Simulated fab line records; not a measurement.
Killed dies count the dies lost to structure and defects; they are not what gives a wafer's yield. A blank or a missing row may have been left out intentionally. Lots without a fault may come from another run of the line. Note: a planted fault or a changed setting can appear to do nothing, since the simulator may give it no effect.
2 desks looking at one fault | flow gf180mcu | each desk has only its own numbers; what lay behind them comes last

THE TOOL OWNER'S DESK: rtp anneal-01
At GF_PSD_RTA_13 (time 20 s), the tool's own readings, given per lot that ran on this tool as the mean of the sampled wafers with a number. Marked OUT: a lot whose mean sits more than 4 standard deviations from the usual mean, which makes it out of limits; the brackets give that distance.
Columns: A = lamp power pct at GF_PSD_RTA_13, usual 30.3 %; B = run length s at GF_PSD_RTA_13, usual 48.7 s; C = wafer_temp_C_max at GF_PSD_RTA_13, usual 1029.1
lot  | first seen here | A    | B              | C
L902 | day 15 06:16    | 31.9 | 48.1           | 1029.8
L905 | day 16 07:32    | 31.9 | 56.9 (+17) OUT | 1029.9
L906 | day 16 12:17    | 31.9 | 56.7 (+16) OUT | 1030.2
L907 | day 17 08:05    | 31.9 | 58.9 (+21) OUT | 1029.1
L915 | day 19 23:55    | 31.9 | 48.2           | 1030.4
L916 | day 20 07:02    | 31.8 | 48.5           | 1029.8
L920 | day 21 08:55    | 31.9 | 48.4           | 1028.8
This desk's verdict: out of limits on L905, L906, L907, starting with L905 at day 16 07:32 (run length s at GF_PSD_RTA_13). In limits: L902, L915, L916, L920.

AT THE METROLOGY DESK
What the gauges read for every lot (on any tool): the sampled wafers with a number, averaged. Marked OUT: a lot whose mean sits more than 4 standard deviations from the usual mean, which makes it out of limits; the brackets give that distance.
Columns: A = NSD_RS at GF_PSD_RS_MEAS_14, usual 46.10 ohm/sq; B = PSD_RS at GF_PSD_RS_MEAS_15, usual 108.50 ohm/sq; C = M4_OVL at GF_M4_OVL_MEAS_15, usual 0 nm
lot  | first seen here | A               | B                | C
L902 | day 15 06:22    | 45.97           | 108.22           | 4
L905 | day 16 07:37    | 44.29 (-25) OUT | 104.21 (-18) OUT | 1
L906 | day 16 12:22    | 44.35 (-24) OUT | 104.40 (-17) OUT | 10
L907 | day 17 08:15    | 44.32 (-24) OUT | 104.77 (-16) OUT | -1
L914 | day 19 09:09    | 46.10           | 108.67           | -0
L915 | day 20 00:01    | 46.09           | 108.32           | -9
L916 | day 20 07:07    | 46.06           | 108.31           | -2
L917 | day 20 12:08    | 45.99           | 108.42           | -2
L920 | day 21 08:59    | 46.08           | 108.55           | 11
L919 | day 21 11:58    | 46.11           | 108.66           | 8
L921 | day 21 15:08    | 46.10           | 108.60           | -6
L922 | day 21 23:58    | 46.09           | 108.33           | 1
Per this desk, out of limits: L905, L906, L907; the first was L905, day 16 07:37 (NSD_RS at GF_PSD_RS_MEAS_14). In limits: L902, L914, L915, L916, L917, L920, L919, L921, L922.

BROUGHT TOGETHER
The tool owner's desk could have raised an alarm at day 16 07:32, on L905, L906, L907.
An alarm was possible from the metrology desk at day 16 07:37, on L905, L906, L907.
Of the lots named, all ran GF_PSD_RTA_13 on rtp anneal-01.

WHAT WAS PUT IN BY THE SIMULATOR
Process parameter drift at GF_PSD_RTA_13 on rtp anneal-01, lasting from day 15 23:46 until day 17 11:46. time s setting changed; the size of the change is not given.
Shown lots that were struck: L905, L906, L907.
Time in hours from fault onset to the first out-of-limits reading at each desk: tool owner's desk 8, metrology desk 8.
